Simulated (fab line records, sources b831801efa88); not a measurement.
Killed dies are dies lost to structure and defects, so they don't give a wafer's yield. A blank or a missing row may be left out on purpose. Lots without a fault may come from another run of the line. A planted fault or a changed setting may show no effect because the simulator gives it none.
Which tool did it? | flow gf180mcu | 14 lots, 42 wafers sampled, at 4 steps of a route of 602

WHAT THE GAUGES READ, wafer by wafer
The record holds no reading of a measuring or inspecting step that can be judged against a usual standard deviation.

WHICH TOOL RAN EACH LOT (tool, then ch and the chambers of the sampled wafers, then the start)
lot  | GF_CONTACT_SPUTTER_22        | GF_M1_SPUTTER_03             | GF_V1_SPUTTER_21             | GF_M2_SPUTTER_00
L683 | pvd_sputter-01, day 16 02:14 | pvd_sputter-03, day 16 03:05 | pvd_sputter-02, day 18 02:40 | pvd_sputter-03, day 18 03:31
L684 | pvd_sputter-01, day 16 10:00 | pvd_sputter-04, day 16 10:50 | pvd_sputter-01, day 18 10:56 | pvd_sputter-04, day 18 11:37
L685 | pvd_sputter-01, day 16 16:03 | pvd_sputter-03, day 16 16:53 | pvd_sputter-02, day 18 18:01 | pvd_sputter-03, day 18 18:42
L688 | pvd_sputter-01, day 18 05:08 | pvd_sputter-04, day 18 06:01 | pvd_sputter-02, day 20 08:53 | pvd_sputter-03, day 20 09:35
L689 | pvd_sputter-02, day 18 12:56 | pvd_sputter-03, day 18 13:47 | pvd_sputter-01, day 20 16:43 | pvd_sputter-03, day 20 17:24
L690 | pvd_sputter-02, day 18 19:08 | pvd_sputter-02, day 18 19:59 | pvd_sputter-01, day 20 23:19 | pvd_sputter-03, day 21 00:00
L691 | pvd_sputter-02, day 19 05:39 | pvd_sputter-04, day 19 06:30 | pvd_sputter-02, day 21 08:57 | pvd_sputter-03, day 21 09:38
L692 | pvd_sputter-03, day 19 21:54 | pvd_sputter-04, day 19 22:44 | pvd_sputter-04, day 22 01:02 | pvd_sputter-01, day 22 01:44
L693 | pvd_sputter-01, day 20 07:21 | pvd_sputter-04, day 20 08:11 | pvd_sputter-02, day 22 10:02 | pvd_sputter-03, day 22 10:45
L695 | pvd_sputter-02, day 20 22:32 | pvd_sputter-02, day 20 23:23 | pvd_sputter-02, day 23 01:01 | pvd_sputter-04, day 23 01:43
L698 | pvd_sputter-01, day 21 20:23 | pvd_sputter-04, day 21 21:14 | pvd_sputter-02, day 23 21:20 | pvd_sputter-01, day 23 22:02
L700 | pvd_sputter-01, day 22 10:47 | pvd_sputter-02, day 22 11:37 | -                            | -
L701 | pvd_sputter-02, day 22 17:03 | pvd_sputter-03, day 22 17:59 | -                            | -
L706 | pvd_sputter-01, day 24 08:12 | pvd_sputter-03, day 24 09:02 | pvd_sputter-04, day 26 06:26 | pvd_sputter-03, day 26 07:07
- GF_CONTACT_SPUTTER_22: material Ti, target thk 15 nm, time 80.02 s.
- GF_M1_SPUTTER_03: material Ti, target thk 10 nm, time 6.7 s.
- GF_V1_SPUTTER_21: material Ti, target thk 15 nm, time 80.02 s.
- GF_M2_SPUTTER_00: material Ti, target thk 37.5 nm, time 150 s.

WHAT THE TOOLS THEMSELVES READ (means of the sampled wafers that have a number; where no wafer has one, the mark that the record gives instead)
GF_CONTACT_SPUTTER_22.
lot  | tool           | cathode_dc_power_W (W) | chamber_pressure_pa (Pa) | throttle_valve_pct (%)
L683 | pvd_sputter-01 | 2499.5                 | 5.006                    | 29.9
L684 | pvd_sputter-01 | 2500.1                 | 5.000                    | 30.2
L685 | pvd_sputter-01 | 2500.1                 | 4.999                    | 30.2
L688 | pvd_sputter-01 | 2499.8                 | 5.007                    | 30.2
L689 | pvd_sputter-02 | 2499.9                 | 4.995                    | 29.3
L690 | pvd_sputter-02 | 2499.9                 | 5.000                    | 29.8
L691 | pvd_sputter-02 | 2500.0                 | 4.982                    | 29.7
L692 | pvd_sputter-03 | 2500.1                 | 5.009                    | 29.9
L693 | pvd_sputter-01 | 2500.1                 | 4.991                    | 30.0
L695 | pvd_sputter-02 | 2499.9                 | 4.999                    | 29.7
L698 | pvd_sputter-01 | 2499.7                 | 5.010                    | 29.7
L700 | pvd_sputter-01 | 2499.9                 | 5.002                    | 30.2
L701 | pvd_sputter-02 | 2499.8                 | 5.001                    | 30.1
L706 | pvd_sputter-01 | 2500.6                 | 5.008                    | 30.3

GF_M1_SPUTTER_03.
lot  | tool           | cathode_dc_power_W (W) | chamber_pressure_pa (Pa) | throttle_valve_pct (%)
L683 | pvd_sputter-03 | 3000.3                 | 0.2997                   | 30.1
L684 | pvd_sputter-04 | 2999.3                 | 0.3004                   | 31.2
L685 | pvd_sputter-03 | 3000.3                 | 0.3002                   | 29.7
L688 | pvd_sputter-04 | 3000.3                 | 0.2998                   | 30.9
L689 | pvd_sputter-03 | 2999.8                 | 0.2995                   | 30.0
L690 | pvd_sputter-02 | 3000.2                 | 0.2999                   | 29.8
L691 | pvd_sputter-04 | 2999.7                 | 0.3001                   | 30.9
L692 | pvd_sputter-04 | 3000.0                 | 0.2996                   | 30.9
L693 | pvd_sputter-04 | 2999.5                 | 0.2998                   | 31.0
L695 | pvd_sputter-02 | 3000.3                 | 0.2998                   | 29.6
L698 | pvd_sputter-04 | 3000.3                 | 0.3007                   | 31.1
L700 | pvd_sputter-02 | -                      | -                        | -
L701 | pvd_sputter-03 | -                      | -                        | -
L706 | pvd_sputter-03 | 3000.4                 | 0.3000                   | 29.9

GF_V1_SPUTTER_21.
lot  | tool           | cathode_dc_power_W (W) | chamber_pressure_pa (Pa) | throttle_valve_pct (%)
L683 | pvd_sputter-02 | 2499.9                 | 4.997                    | 29.6
L684 | pvd_sputter-01 | 2500.7                 | 4.996                    | 30.2
L685 | pvd_sputter-02 | 2500.3                 | 4.989                    | 29.9
L688 | pvd_sputter-02 | 2499.6                 | 4.996                    | 29.6
L689 | pvd_sputter-01 | 2500.0                 | 4.996                    | 30.3
L690 | pvd_sputter-01 | 2499.8                 | 5.005                    | 30.1
L691 | pvd_sputter-02 | 2499.9                 | 5.001                    | 29.7
L692 | pvd_sputter-04 | 2500.0                 | 4.998                    | 31.3
L693 | pvd_sputter-02 | 2499.7                 | 5.006                    | 29.9
L695 | pvd_sputter-02 | 2499.8                 | 4.990                    | 29.7
L698 | pvd_sputter-02 | 2499.8                 | 5.004                    | 29.8
L706 | pvd_sputter-04 | 2499.8                 | 4.993                    | 31.2

GF_M2_SPUTTER_00.
lot  | tool           | cathode_dc_power_W (W) | chamber_pressure_pa (Pa) | throttle_valve_pct (%)
L683 | pvd_sputter-03 | 4000.5                 | 1.999                    | 29.5
L684 | pvd_sputter-04 | 3999.3                 | 2.000                    | 31.3
L685 | pvd_sputter-03 | 4000.5                 | 2.000                    | 29.8
L688 | pvd_sputter-03 | 4000.4                 | 1.998                    | 29.9
L689 | pvd_sputter-03 | 3999.9                 | 2.001                    | 29.6
L690 | pvd_sputter-03 | 3999.9                 | 2.002                    | 29.6
L691 | pvd_sputter-03 | 3999.4                 | 2.001                    | 29.7
L692 | pvd_sputter-01 | 4000.0                 | 2.001                    | 30.0
L693 | pvd_sputter-03 | 4000.9                 | 2.003                    | 30.1
L695 | pvd_sputter-04 | 4000.3                 | 1.999                    | 31.2
L698 | pvd_sputter-01 | 4000.0                 | 2.001                    | 29.8
L706 | pvd_sputter-03 | 4001.0                 | 2.001                    | 30.0

THE ANSWER, worked out from the rows above alone
Rule: what is usual is taken from the lots themselves. Put in order of their means at a reading, lots are off if they are a third of the lots or fewer, leave a main group of 4 or more, and stand apart from it by a gap of 3 or more times the standard deviation of the main group's means; of several such gaps the widest counts. A main group whose means are all the same, to the digits that the tables above print for the reading, isn't used. A lot without any number at a reading at which 4 lots or more have one is off too. The other lots that the step has rows for count as sound. The gauges are gone through in route order, then the tools' own readings, and for those a lot's mean is taken as printed above. The first step at which some lot is off is used, and at that step the reading that is off furthest; a lot without a number counts as furthest.
Off: L700, L701, at GF_M1_SPUTTER_03 (cathode_dc_power_W). Without a number there: L700, L701. The main group: mean 3000.0 W, standard deviation 0.35.
A tool fits if, at that step or a process step before it, it ran every lot that is off, and no sound lot after the first of them. None of those tried fits.

WHAT THE SIMULATOR HAD PUT IN
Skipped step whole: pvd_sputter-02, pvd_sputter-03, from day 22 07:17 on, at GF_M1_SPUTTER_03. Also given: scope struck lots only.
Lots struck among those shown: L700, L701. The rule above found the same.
